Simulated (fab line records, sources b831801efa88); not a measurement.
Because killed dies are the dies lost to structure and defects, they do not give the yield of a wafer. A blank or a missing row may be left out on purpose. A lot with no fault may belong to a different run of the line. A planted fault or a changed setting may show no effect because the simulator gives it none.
fab line records -- flow sky130
record lots=24, wafers=72, lastDay=50
route steps=708 shown METAL4@601 CAP2M@605 VIA4@642 METAL5@667
lots that met no fault: from a run of the same line without faults
startH: the number of hours between the record's first day and the start of the first shown wafer of the lot -- waitH: hours since the lot's step before -- " repeats the value in the row above -- L1.1+2: a single row standing in for several wafers -- - value missing, or start not given -- * or withheld: withheld -- < > ~ a bound
route shown NAME@n: NAME is a module with steps in the file, n the number in the route of the first one -- usual: mean/standard deviation of fault-free wafers -- same: alike in all rows -- chamber/n: place in a boat -- sites: per-site readings -- _std_site: standard deviation across them -- _edge_site: the outer-site mean with the inner-site mean subtracted -- radiusMm: how far each site lies from the wafer's centre -- mask NAME#n: copy n -- behind: the tool/chamber that last shaped the wafer -- hold: why the lot went on hold/how many hours it stayed there/how the hold came to an end -- device: the transistor (n, p or np) that didn't switch -- end of line: tests run on the same wafers once the route is complete -- where a step has no rows: the recipe by itself -- killed: at the first sort, the dies lost to defects and structure; wafer yield is something else -- map: per-die view of a wafer (x killed, . not killed, _ where there is no die)
set.NAME: the setting the step ran with; set.NAME@STEP: the setting that earlier step ran with -- model.NAME: the simulator's own value behind a step, which no gauge read
route steps across a sampled set of lots; one table per step, one row per wafer
services: a tool's chamber out of use, with start hour (startH, from the record's first day; less than 0 if before it), hours out, and reason
## steps
# step SKY_METAL4_SPUTTER_03
# recipe material=Ti, targetThkNm=5, powerW=3000, timeS=3.3, chamberPressurePa=0.4
# usual throttleValvePct=30.3/0.86
lot.wafer,tool,chamber,startH,waitH,throttleValvePct
L074.2,pvdSputter-02,-,924.23,0.0,29.6
L074.4,pvdSputter-02,-,924.23,0.0,30.6
L074.5,pvdSputter-02,-,924.23,0.0,29.6
L075.1,pvdSputter-03,-,935.84,0.0,30.2
L075.2,pvdSputter-03,-,935.84,0.0,29.5
L075.3,pvdSputter-03,-,935.84,0.0,31.0
L076.1,pvdSputter-03,-,941.36,0.0,30.8
L076.5,pvdSputter-03,-,941.36,0.0,30.3
L076.6,pvdSputter-03,-,941.36,0.0,31.0
L077.1,pvdSputter-03,-,944.31,0.0,30.3
L077.2,pvdSputter-03,-,944.31,0.0,30.1
L077.5,pvdSputter-03,-,944.31,0.0,29.4
L078.3,pvdSputter-04,-,960.58,0.0,30.4
L078.5,pvdSputter-04,-,960.58,0.0,30.2
L078.6,pvdSputter-04,-,960.58,0.0,31.8
L079.1,pvdSputter-03,-,973.17,0.0,30.9
L079.3,pvdSputter-03,-,973.17,0.0,29.9
L079.4,pvdSputter-03,-,973.17,0.0,30.4
L081.2,pvdSputter-04,-,981.54,0.0,31.3
L081.4,pvdSputter-04,-,981.54,0.0,28.2
L081.5,pvdSputter-04,-,981.54,0.0,31.3
L080.2,pvdSputter-04,-,984.15,0.0,28.6
L080.3,pvdSputter-04,-,984.15,0.0,31.0
L080.4,pvdSputter-04,-,984.15,0.0,30.2
L082.1,pvdSputter-03,-,987.79,0.0,29.3
L082.2,pvdSputter-03,-,987.79,0.0,30.3
L082.4,pvdSputter-03,-,987.79,0.0,30.9
L083.2,pvdSputter-02,-,996.55,0.0,30.7
L083.4,pvdSputter-02,-,996.55,0.0,29.6
L083.6,pvdSputter-02,-,996.55,0.0,29.6
L085.2,pvdSputter-03,-,1024.06,0.0,29.1
L085.3,pvdSputter-03,-,1024.06,0.0,30.0
L085.6,pvdSputter-03,-,1024.06,0.0,29.4
L086.1,pvdSputter-03,-,1027.22,0.0,30.5
L086.3,pvdSputter-03,-,1027.22,0.0,30.1
L086.5,pvdSputter-03,-,1027.22,0.0,30.5
L084.4,pvdSputter-03,-,1028.50,0.0,30.0
L084.5,pvdSputter-03,-,1028.50,0.0,30.3
L084.6,pvdSputter-03,-,1028.50,0.0,29.5
L087.1,pvdSputter-03,-,1029.82,0.0,30.5
L087.2,pvdSputter-03,-,1029.82,0.0,29.1
L087.4,pvdSputter-03,-,1029.82,0.0,29.1
L088.2,pvdSputter-02,-,1030.27,0.0,30.8
L088.3,pvdSputter-02,-,1030.27,0.0,29.7
L088.5,pvdSputter-02,-,1030.27,0.0,29.6
L089.1,pvdSputter-03,-,1032.24,0.0,30.5
L089.3,pvdSputter-03,-,1032.24,0.0,30.2
L089.6,pvdSputter-03,-,1032.24,0.0,29.9
L090.1,pvdSputter-02,-,1036.71,0.0,29.7
L090.2,pvdSputter-02,-,1036.71,0.0,30.9
L090.5,pvdSputter-02,-,1036.71,0.0,31.5
L091.2,pvdSputter-03,-,1047.25,0.0,30.0
L091.4,pvdSputter-03,-,1047.25,0.0,31.1
L091.5,pvdSputter-03,-,1047.25,0.0,30.2
L092.3,pvdSputter-04,-,1065.79,0.0,28.2
L092.4,pvdSputter-04,-,1065.79,0.0,30.6
L092.5,pvdSputter-04,-,1065.79,0.0,28.1
L093.1,pvdSputter-02,-,1068.35,0.0,31.2
L093.4,pvdSputter-02,-,1068.35,0.0,30.6
L093.5,pvdSputter-02,-,1068.35,0.0,30.6
L094.3,pvdSputter-04,-,1071.10,0.0,30.9
L094.4,pvdSputter-04,-,1071.10,0.0,30.5
L094.6,pvdSputter-04,-,1071.10,0.0,30.9
L095.1,pvdSputter-04,-,1075.20,0.0,30.4
L095.2,pvdSputter-04,-,1075.20,0.0,31.4
L095.3,pvdSputter-04,-,1075.20,0.0,30.7
L096.2,pvdSputter-02,-,1081.60,0.0,30.8
L096.3,pvdSputter-02,-,1081.60,0.0,30.8
L096.4,pvdSputter-02,-,1081.60,0.0,29.9
L097.2,pvdSputter-04,-,1082.02,0.0,30.7
L097.5,pvdSputter-04,-,1082.02,0.0,30.7
L097.6,pvdSputter-04,-,1082.02,0.0,31.5
# step SKY_CAP2M_SPUTTER_02
# recipe material=TiN, targetThkNm=200, tempC=300, powerW=6500, timeS=166.7, chamberPressurePa=0.4
# usual throttleValvePct=30.4/0.76
lot.wafer,tool,chamber,startH,waitH,throttleValvePct
L074.2,pvdSputter-01,-,924.38,0.0,31.1
L074.4,pvdSputter-01,-,924.38,0.0,29.6
L074.5,pvdSputter-01,-,924.38,0.0,30.8
L075.1,pvdSputter-01,-,935.99,0.1,29.9
L075.2,pvdSputter-01,-,935.99,0.1,30.9
L075.3,pvdSputter-01,-,935.99,0.1,30.9
L076.1,pvdSputter-02,-,941.51,0.1,29.5
L076.5,pvdSputter-02,-,941.51,0.1,30.6
L076.6,pvdSputter-02,-,941.51,0.1,29.6
L077.1,pvdSputter-02,-,944.46,0.1,31.0
L077.2,pvdSputter-02,-,944.46,0.1,30.4
L077.5,pvdSputter-02,-,944.46,0.1,29.5
L078.3,pvdSputter-02,-,960.73,0.0,30.9
L078.5,pvdSputter-02,-,960.73,0.0,31.0
L078.6,pvdSputter-02,-,960.73,0.0,31.4
L079.1,pvdSputter-01,-,973.33,0.1,29.3
L079.3,pvdSputter-01,-,973.33,0.1,29.9
L079.4,pvdSputter-01,-,973.33,0.1,30.8
L081.2,pvdSputter-02,-,981.69,0.0,30.9
L081.4,pvdSputter-02,-,981.69,0.0,31.8
L081.5,pvdSputter-02,-,981.69,0.0,30.6
L080.2,pvdSputter-01,-,984.33,0.0,30.0
L080.3,pvdSputter-01,-,984.33,0.0,29.0
L080.4,pvdSputter-01,-,984.33,0.0,31.1
L082.1,pvdSputter-01,-,987.94,0.1,29.1
L082.2,pvdSputter-01,-,987.94,0.1,29.8
L082.4,pvdSputter-01,-,987.94,0.1,31.0
L083.2,pvdSputter-01,-,996.70,0.0,31.0
L083.4,pvdSputter-01,-,996.70,0.0,30.9
L083.6,pvdSputter-01,-,996.70,0.0,29.4
L085.2,pvdSputter-01,-,1024.21,0.0,30.8
L085.3,pvdSputter-01,-,1024.21,0.0,31.3
L085.6,pvdSputter-01,-,1024.21,0.0,29.2
L086.1,pvdSputter-01,-,1027.38,0.1,30.8
L086.3,pvdSputter-01,-,1027.38,0.1,30.1
L086.5,pvdSputter-01,-,1027.38,0.1,29.4
L084.4,pvdSputter-01,-,1028.64,0.0,29.1
L084.5,pvdSputter-01,-,1028.64,0.0,31.1
L084.6,pvdSputter-01,-,1028.64,0.0,30.0
L087.1,pvdSputter-01,-,1029.97,0.1,29.9
L087.2,pvdSputter-01,-,1029.97,0.1,31.0
L087.4,pvdSputter-01,-,1029.97,0.1,29.5
L088.2,pvdSputter-03,-,1030.42,0.0,30.4
L088.3,pvdSputter-03,-,1030.42,0.0,28.8
L088.5,pvdSputter-03,-,1030.42,0.0,30.1
L089.1,pvdSputter-02,-,1032.39,0.1,30.9
L089.3,pvdSputter-02,-,1032.39,0.1,29.4
L089.6,pvdSputter-02,-,1032.39,0.1,29.7
L090.1,pvdSputter-03,-,1036.86,0.1,30.2
L090.2,pvdSputter-03,-,1036.86,0.1,30.0
L090.5,pvdSputter-03,-,1036.86,0.1,29.0
L091.2,pvdSputter-01,-,1047.40,0.0,29.9
L091.4,pvdSputter-01,-,1047.40,0.0,30.9
L091.5,pvdSputter-01,-,1047.40,0.0,29.1
L092.3,pvdSputter-02,-,1065.94,0.0,29.5
L092.4,pvdSputter-02,-,1065.94,0.0,31.0
L092.5,pvdSputter-02,-,1065.94,0.0,29.7
L093.1,pvdSputter-01,-,1068.50,0.1,29.9
L093.4,pvdSputter-01,-,1068.50,0.1,31.0
L093.5,pvdSputter-01,-,1068.50,0.1,30.1
L094.3,pvdSputter-01,-,1071.25,0.0,31.2
L094.4,pvdSputter-01,-,1071.25,0.0,31.0
L094.6,pvdSputter-01,-,1071.25,0.0,29.2
L095.1,pvdSputter-02,-,1075.35,0.1,30.9
L095.2,pvdSputter-02,-,1075.35,0.1,31.7
L095.3,pvdSputter-02,-,1075.35,0.1,30.8
L096.2,pvdSputter-01,-,1081.75,0.0,29.0
L096.3,pvdSputter-01,-,1081.75,0.0,30.9
L096.4,pvdSputter-01,-,1081.75,0.0,31.1
L097.2,pvdSputter-02,-,1082.17,0.0,31.5
L097.5,pvdSputter-02,-,1082.17,0.0,30.7
L097.6,pvdSputter-02,-,1082.17,0.0,30.9
# step SKY_CAP2M_RS_MEAS_03
# recipe thkMeasGauge=four-point-probe, reads=TiN_of_CAP2M_SPUTTER_02
# usual CAP2M_TIN_RS=6.95/0.066
lot.wafer,tool,chamber,startH,waitH,CAP2M_TIN_RS[ohm/sq]
L074.2,filmMetro-02,-,924.51,0.1,6.95
L074.4,filmMetro-02,-,924.51,0.1,6.91
L074.5,filmMetro-02,-,924.51,0.1,7.00
L075.1,filmMetro-03,-,936.10,0.1,6.97
L075.2,filmMetro-03,-,936.10,0.1,6.98
L075.3,filmMetro-03,-,936.10,0.1,6.98
L076.1,filmMetro-01,-,941.61,0.1,6.96
L076.5,filmMetro-01,-,941.61,0.1,6.96
L076.6,filmMetro-01,-,941.61,0.1,6.92
L077.1,filmMetro-02,-,944.57,0.1,6.93
L077.2,filmMetro-02,-,944.57,0.1,6.99
L077.5,filmMetro-02,-,944.57,0.1,6.95
L078.3,filmMetro-01,-,960.88,0.1,6.92
L078.5,filmMetro-01,-,960.88,0.1,6.89
L078.6,filmMetro-01,-,960.88,0.1,6.95
L079.1,filmMetro-01,-,973.44,0.1,7.09
L079.3,filmMetro-01,-,973.44,0.1,7.04
L079.4,filmMetro-01,-,973.44,0.1,7.06
L081.2,filmMetro-02,-,981.82,0.1,6.95
L081.4,filmMetro-02,-,981.82,0.1,6.87
L081.5,filmMetro-02,-,981.82,0.1,6.97
L080.2,filmMetro-02,-,984.46,0.1,6.93
L080.3,filmMetro-02,-,984.46,0.1,6.96
L080.4,filmMetro-02,-,984.46,0.1,6.97
L082.1,filmMetro-01,-,988.05,0.1,6.89
L082.2,filmMetro-01,-,988.05,0.1,6.85
L082.4,filmMetro-01,-,988.05,0.1,6.92
L083.2,filmMetro-02,-,996.83,0.1,6.91
L083.4,filmMetro-02,-,996.83,0.1,6.91
L083.6,filmMetro-02,-,996.83,0.1,6.89
L085.2,filmMetro-01,-,1024.34,0.1,7.02
L085.3,filmMetro-01,-,1024.34,0.1,7.01
L085.6,filmMetro-01,-,1024.34,0.1,7.08
L086.1,filmMetro-02,-,1027.49,0.1,6.97
L086.3,filmMetro-02,-,1027.49,0.1,6.97
L086.5,filmMetro-02,-,1027.49,0.1,7.05
L084.4,filmMetro-02,-,1028.81,0.1,7.06
L084.5,filmMetro-02,-,1028.81,0.1,7.04
L084.6,filmMetro-02,-,1028.81,0.1,6.98
L087.1,filmMetro-03,-,1030.08,0.1,7.00
L087.2,filmMetro-03,-,1030.08,0.1,7.07
L087.4,filmMetro-03,-,1030.08,0.1,7.04
L088.2,filmMetro-03,-,1030.55,0.1,6.86
L088.3,filmMetro-03,-,1030.55,0.1,6.92
L088.5,filmMetro-03,-,1030.55,0.1,6.83
L089.1,filmMetro-02,-,1032.50,0.1,6.94
L089.3,filmMetro-02,-,1032.50,0.1,6.96
L089.6,filmMetro-02,-,1032.50,0.1,6.94
L090.1,filmMetro-03,-,1036.97,0.1,6.93
L090.2,filmMetro-03,-,1036.97,0.1,6.93
L090.5,filmMetro-03,-,1036.97,0.1,6.94
L091.2,filmMetro-02,-,1047.53,0.1,6.89
L091.4,filmMetro-02,-,1047.53,0.1,6.91
L091.5,filmMetro-02,-,1047.53,0.1,6.93
L092.3,filmMetro-02,-,1066.09,0.1,6.97
L092.4,filmMetro-02,-,1066.09,0.1,6.92
L092.5,filmMetro-02,-,1066.09,0.1,6.99
L093.1,filmMetro-02,-,1068.61,0.1,6.89
L093.4,filmMetro-02,-,1068.61,0.1,6.95
L093.5,filmMetro-02,-,1068.61,0.1,6.87
L094.3,filmMetro-02,-,1071.40,0.1,6.91
L094.4,filmMetro-02,-,1071.40,0.1,6.89
L094.6,filmMetro-02,-,1071.40,0.1,6.96
L095.1,filmMetro-03,-,1075.46,0.1,6.92
L095.2,filmMetro-03,-,1075.46,0.1,6.88
L095.3,filmMetro-03,-,1075.46,0.1,6.92
L096.2,filmMetro-02,-,1081.88,0.1,6.87
L096.3,filmMetro-02,-,1081.88,0.1,6.87
L096.4,filmMetro-02,-,1081.88,0.1,6.90
L097.2,filmMetro-01,-,1082.30,0.1,7.05
L097.5,filmMetro-01,-,1082.30,0.1,7.08
L097.6,filmMetro-01,-,1082.30,0.1,7.00
# step SKY_VIA4_BOW_MEAS_03
# recipe mode=bow
# usual VIA4_BOW=77/8.8
lot.wafer,tool,chamber,startH,waitH,VIA4_BOW[um]
L074.2,filmMetro-03,-,975.25,0.2,74
L074.4,filmMetro-03,-,975.25,0.2,74
L074.5,filmMetro-03,-,975.25,0.2,79
L075.1,filmMetro-03,-,985.91,0.2,83
L075.2,filmMetro-03,-,985.91,0.2,73
L075.3,filmMetro-03,-,985.91,0.2,72
L076.1,filmMetro-03,-,991.47,0.2,91
L076.5,filmMetro-03,-,991.47,0.2,65
L076.6,filmMetro-03,-,991.47,0.2,77
L077.1,filmMetro-04,-,994.70,0.2,76
L077.2,filmMetro-04,-,994.70,0.2,86
L077.5,filmMetro-04,-,994.70,0.2,61
L078.3,filmMetro-02,-,1008.85,0.2,77
L078.5,filmMetro-02,-,1008.85,0.2,100
L078.6,filmMetro-02,-,1008.85,0.2,83
L079.1,filmMetro-02,-,1021.23,0.1,66
L079.3,filmMetro-02,-,1021.23,0.1,76
L079.4,filmMetro-02,-,1021.23,0.1,77
L081.2,filmMetro-04,-,1029.62,0.2,75
L081.4,filmMetro-04,-,1029.62,0.2,80
L081.5,filmMetro-04,-,1029.62,0.2,74
L080.2,filmMetro-04,-,1032.55,0.2,65
L080.3,filmMetro-04,-,1032.55,0.2,74
L080.4,filmMetro-04,-,1032.55,0.2,51
L082.1,filmMetro-02,-,1035.67,0.2,77
L082.2,filmMetro-02,-,1035.67,0.2,79
L082.4,filmMetro-02,-,1035.67,0.2,72
L083.2,filmMetro-04,-,1045.64,0.2,77
L083.4,filmMetro-04,-,1045.64,0.2,70
L083.6,filmMetro-04,-,1045.64,0.2,70
L085.2,filmMetro-02,-,1070.82,0.1,72
L085.3,filmMetro-02,-,1070.82,0.1,74
L085.6,filmMetro-02,-,1070.82,0.1,78
L086.1,filmMetro-03,-,1073.67,0.2,92
L086.3,filmMetro-03,-,1073.67,0.2,86
L086.5,filmMetro-03,-,1073.67,0.2,84
L084.4,filmMetro-03,-,1074.26,0.2,74
L084.5,filmMetro-03,-,1074.26,0.2,74
L084.6,filmMetro-03,-,1074.26,0.2,83
L087.1,filmMetro-04,-,1074.90,0.2,74
L087.2,filmMetro-04,-,1074.90,0.2,66
L087.4,filmMetro-04,-,1074.90,0.2,72
L088.2,filmMetro-02,-,1075.63,0.2,78
L088.3,filmMetro-02,-,1075.63,0.2,67
L088.5,filmMetro-02,-,1075.63,0.2,75
L089.1,filmMetro-02,-,1077.56,0.2,65
L089.3,filmMetro-02,-,1077.56,0.2,63
L089.6,filmMetro-02,-,1077.56,0.2,66
L090.1,filmMetro-04,-,1081.96,0.1,82
L090.2,filmMetro-04,-,1081.96,0.1,70
L090.5,filmMetro-04,-,1081.96,0.1,84
L091.2,filmMetro-02,-,1098.05,0.3,96
L091.4,filmMetro-02,-,1098.05,0.3,88
L091.5,filmMetro-02,-,1098.05,0.3,94
L092.3,filmMetro-02,-,1108.47,0.1,84
L092.4,filmMetro-02,-,1108.47,0.1,79
L092.5,filmMetro-02,-,1108.47,0.1,83
L093.1,filmMetro-03,-,1112.34,0.2,84
L093.4,filmMetro-03,-,1112.34,0.2,76
L093.5,filmMetro-03,-,1112.34,0.2,77
L094.3,filmMetro-04,-,1114.43,0.1,76
L094.4,filmMetro-04,-,1114.43,0.1,79
L094.6,filmMetro-04,-,1114.43,0.1,83
L095.1,filmMetro-04,-,1117.71,0.1,84
L095.2,filmMetro-04,-,1117.71,0.1,81
L095.3,filmMetro-04,-,1117.71,0.1,72
L096.2,filmMetro-04,-,1123.87,0.2,97
L096.3,filmMetro-04,-,1123.87,0.2,73
L096.4,filmMetro-04,-,1123.87,0.2,75
L097.2,filmMetro-02,-,1124.64,0.2,77
L097.5,filmMetro-02,-,1124.64,0.2,72
L097.6,filmMetro-02,-,1124.64,0.2,84
# step SKY_VIA4_OVL_MEAS_11
# usual VIA4_OVL=0.0/1.4
lot.wafer,tool,chamber,startH,waitH,VIA4_OVL[nm]
L074.2,overlay-01,-,998.52,0.1,1.0
L074.4,overlay-01,-,998.52,0.1,-0.3
L074.5,overlay-01,-,998.52,0.1,0.2
L075.1,overlay-01,-,1009.56,0.1,-0.8
L075.2,overlay-01,-,1009.56,0.1,-0.2
L075.3,overlay-01,-,1009.56,0.1,0.2
L076.1,overlay-01,-,1014.15,0.1,0.7
L076.5,overlay-01,-,1014.15,0.1,-1.3
L076.6,overlay-01,-,1014.15,0.1,-0.2
L077.1,overlay-02,-,1017.50,0.1,-1.4
L077.2,overlay-02,-,1017.50,0.1,-0.8
L077.5,overlay-02,-,1017.50,0.1,1.5
L078.3,overlay-02,-,1031.96,0.1,-0.6
L078.5,overlay-02,-,1031.96,0.1,-0.2
L078.6,overlay-02,-,1031.96,0.1,0.2
L079.1,overlay-01,-,1043.96,0.1,0.4
L079.3,overlay-01,-,1043.96,0.1,1.2
L079.4,overlay-01,-,1043.96,0.1,1.8
L081.2,overlay-01,-,1051.86,0.1,-1.3
L081.4,overlay-01,-,1051.86,0.1,-1.1
L081.5,overlay-01,-,1051.86,0.1,-1.9
L080.2,overlay-02,-,1053.77,0.1,-0.4
L080.3,overlay-02,-,1053.77,0.1,-1.2
L080.4,overlay-02,-,1053.77,0.1,-3.2
L082.1,overlay-02,-,1057.71,0.1,-0.4
L082.2,overlay-02,-,1057.71,0.1,1.5
L082.4,overlay-02,-,1057.71,0.1,0.4
L083.2,overlay-02,-,1077.56,0.1,-0.3
L083.4,overlay-02,-,1077.56,0.1,0.1
L083.6,overlay-02,-,1077.56,0.1,-1.0
L085.2,overlay-01,-,1091.26,0.1,0.6
L085.3,overlay-01,-,1091.26,0.1,0.0
L085.6,overlay-01,-,1091.26,0.1,1.7
L086.1,overlay-01,-,1093.50,0.1,0.3
L086.3,overlay-01,-,1093.50,0.1,-1.5
L086.5,overlay-01,-,1093.50,0.1,-1.8
L084.4,overlay-02,-,1094.73,0.1,-1.1
L084.5,overlay-02,-,1094.73,0.1,-1.7
L084.6,overlay-02,-,1094.73,0.1,-0.5
L087.1,overlay-02,-,1095.45,0.1,-2.9
L087.2,overlay-02,-,1095.45,0.1,-1.3
L087.4,overlay-02,-,1095.45,0.1,1.2
L088.2,overlay-01,-,1096.06,0.1,-1.0
L088.3,overlay-01,-,1096.06,0.1,0.6
L088.5,overlay-01,-,1096.06,0.1,0.6
L089.1,overlay-02,-,1098.15,0.1,-0.7
L089.3,overlay-02,-,1098.15,0.1,3.2
L089.6,overlay-02,-,1098.15,0.1,2.5
L090.1,overlay-02,-,1102.30,0.1,-1.5
L090.2,overlay-02,-,1102.30,0.1,-1.8
L090.5,overlay-02,-,1102.30,0.1,0.4
L091.2,overlay-01,-,1117.76,0.1,2.4
L091.4,overlay-01,-,1117.76,0.1,2.5
L091.5,overlay-01,-,1117.76,0.1,1.5
L092.3,overlay-02,-,1127.77,0.1,0.1
L092.4,overlay-02,-,1127.77,0.1,0.6
L092.5,overlay-02,-,1127.77,0.1,0.5
L093.1,overlay-01,-,1131.35,0.1,1.0
L093.4,overlay-01,-,1131.35,0.1,1.0
L093.5,overlay-01,-,1131.35,0.1,-0.1
L094.3,overlay-02,-,1132.82,0.1,-0.2
L094.4,overlay-02,-,1132.82,0.1,-0.3
L094.6,overlay-02,-,1132.82,0.1,-0.4
L095.1,overlay-02,-,1137.05,0.1,3.2
L095.2,overlay-02,-,1137.05,0.1,2.4
L095.3,overlay-02,-,1137.05,0.1,1.7
L096.2,overlay-01,-,1143.51,0.1,-0.9
L096.3,overlay-01,-,1143.51,0.1,-0.2
L096.4,overlay-01,-,1143.51,0.1,-0.9
L097.2,overlay-01,-,1143.77,0.1,-1.8
L097.5,overlay-01,-,1143.77,0.1,-2.1
L097.6,overlay-01,-,1143.77,0.1,-2.4
# step SKY_METAL5_THK_MEAS_06
# recipe thkMeasGauge=xrf, reads=AlCu_of_METAL5_SPUTTER_02
# usual METAL5_ALCU_THK=1167/13
lot.wafer,tool,chamber,startH,waitH,METAL5_ALCU_THK[nm]
L074.2,filmMetro-01,-,1000.24,0.1,1153
L074.4,filmMetro-01,-,1000.24,0.1,1156
L074.5,filmMetro-01,-,1000.24,0.1,1163
L075.1,filmMetro-02,-,1011.48,0.1,1183
L075.2,filmMetro-02,-,1011.48,0.1,1173
L075.3,filmMetro-02,-,1011.48,0.1,1179
L076.1,filmMetro-04,-,1016.13,0.1,1201
L076.5,filmMetro-04,-,1016.13,0.1,1193
L076.6,filmMetro-04,-,1016.13,0.1,1187
L077.1,filmMetro-01,-,1019.32,0.1,1141
L077.2,filmMetro-01,-,1019.32,0.1,1155
L077.5,filmMetro-01,-,1019.32,0.1,1159
L078.3,filmMetro-02,-,1033.67,0.1,1163
L078.5,filmMetro-02,-,1033.67,0.1,1149
L078.6,filmMetro-02,-,1033.67,0.1,1175
L079.1,filmMetro-02,-,1045.74,0.1,1179
L079.3,filmMetro-02,-,1045.74,0.1,1174
L079.4,filmMetro-02,-,1045.74,0.1,1167
L081.2,filmMetro-02,-,1053.59,0.1,1170
L081.4,filmMetro-02,-,1053.59,0.1,1156
L081.5,filmMetro-02,-,1053.59,0.1,1169
L080.2,filmMetro-04,-,1055.52,0.1,1196
L080.3,filmMetro-04,-,1055.52,0.1,1178
L080.4,filmMetro-04,-,1055.52,0.1,1179
L082.1,filmMetro-02,-,1059.39,0.1,1171
L082.2,filmMetro-02,-,1059.39,0.1,1153
L082.4,filmMetro-02,-,1059.39,0.1,1168
L083.2,filmMetro-02,-,1079.27,0.1,1159
L083.4,filmMetro-02,-,1079.27,0.1,1156
L083.6,filmMetro-02,-,1079.27,0.1,1159
L085.2,filmMetro-04,-,1093.39,0.1,1160
L085.3,filmMetro-04,-,1093.39,0.1,1156
L085.6,filmMetro-04,-,1093.39,0.1,1162
L086.1,filmMetro-02,-,1095.86,0.1,1176
L086.3,filmMetro-02,-,1095.86,0.1,1172
L086.5,filmMetro-02,-,1095.86,0.1,1188
L084.4,filmMetro-01,-,1096.86,0.1,1173
L084.5,filmMetro-01,-,1096.86,0.1,1176
L084.6,filmMetro-01,-,1096.86,0.1,1176
L087.1,filmMetro-02,-,1097.97,0.1,1151
L087.2,filmMetro-02,-,1097.97,0.1,1165
L087.4,filmMetro-02,-,1097.97,0.1,1157
L088.2,filmMetro-01,-,1098.03,0.1,1146
L088.3,filmMetro-01,-,1098.03,0.1,1143
L088.5,filmMetro-01,-,1098.03,0.1,1153
L089.1,filmMetro-01,-,1100.82,0.1,1170
L089.3,filmMetro-01,-,1100.82,0.1,1166
L089.6,filmMetro-01,-,1100.82,0.1,1169
L090.1,filmMetro-02,-,1104.12,0.1,1172
L090.2,filmMetro-02,-,1104.12,0.1,1164
L090.5,filmMetro-02,-,1104.12,0.1,1168
L091.2,filmMetro-02,-,1119.59,0.1,1163
L091.4,filmMetro-02,-,1119.59,0.1,1153
L091.5,filmMetro-02,-,1119.59,0.1,1170
L092.3,filmMetro-01,-,1129.47,0.1,1182
L092.4,filmMetro-01,-,1129.47,0.1,1186
L092.5,filmMetro-01,-,1129.47,0.1,1178
L093.1,filmMetro-02,-,1133.21,0.1,1186
L093.4,filmMetro-02,-,1133.21,0.1,1179
L093.5,filmMetro-02,-,1133.21,0.1,1173
L094.3,filmMetro-01,-,1134.51,0.1,1156
L094.4,filmMetro-01,-,1134.51,0.1,1170
L094.6,filmMetro-01,-,1134.51,0.1,1163
L095.1,filmMetro-01,-,1138.74,0.1,1140
L095.2,filmMetro-01,-,1138.74,0.1,1156
L095.3,filmMetro-01,-,1138.74,0.1,1130
L096.2,filmMetro-01,-,1145.32,0.1,1155
L096.3,filmMetro-01,-,1145.32,0.1,1154
L096.4,filmMetro-01,-,1145.32,0.1,1165
L097.2,filmMetro-04,-,1145.55,0.1,1170
L097.5,filmMetro-04,-,1145.55,0.1,1168
L097.6,filmMetro-04,-,1145.55,0.1,1171
## services
tool,chamber,startH,hours,kind
pvdSputter-03,-,906.00,1.7,repair
pvdSputter-02,-,919.41,1.2,repair
pvdSputter-03,-,926.15,2.6,repair
pvdSputter-01,-,943.94,2.7,repair
pvdSputter-04,0,953.97,-,consumableReplace:kit
pvdSputter-04,0,953.97,18.0,scheduledDown
pvdSputter-03,-,975.28,2.0,repair
pvdSputter-01,-,978.24,5.9,repair
pvdSputter-01,0,989.65,-,consumableReplace:kit
pvdSputter-01,0,989.65,18.0,scheduledDown
pvdSputter-01,0,989.65,18.0,ventCycle
pvdSputter-03,2,1024.13,-,consumableReplace:kit
pvdSputter-03,2,1024.13,18.0,scheduledDown
pvdSputter-03,2,1024.13,18.0,ventCycle
pvdSputter-02,3,1049.51,-,consumableReplace:kit
pvdSputter-02,3,1049.51,18.0,scheduledDown
pvdSputter-02,3,1049.51,18.0,ventCycle
pvdSputter-01,-,1053.19,4.2,repair
pvdSputter-03,-,1056.00,2.7,repair
pvdSputter-03,-,1070.50,10.9,repair
pvdSputter-03,-,1075.30,4.4,repair
pvdSputter-02,2,1081.67,-,consumableReplace:kit
pvdSputter-02,2,1081.67,18.0,scheduledDown
pvdSputter-02,2,1081.67,18.0,ventCycle
## key
fault none
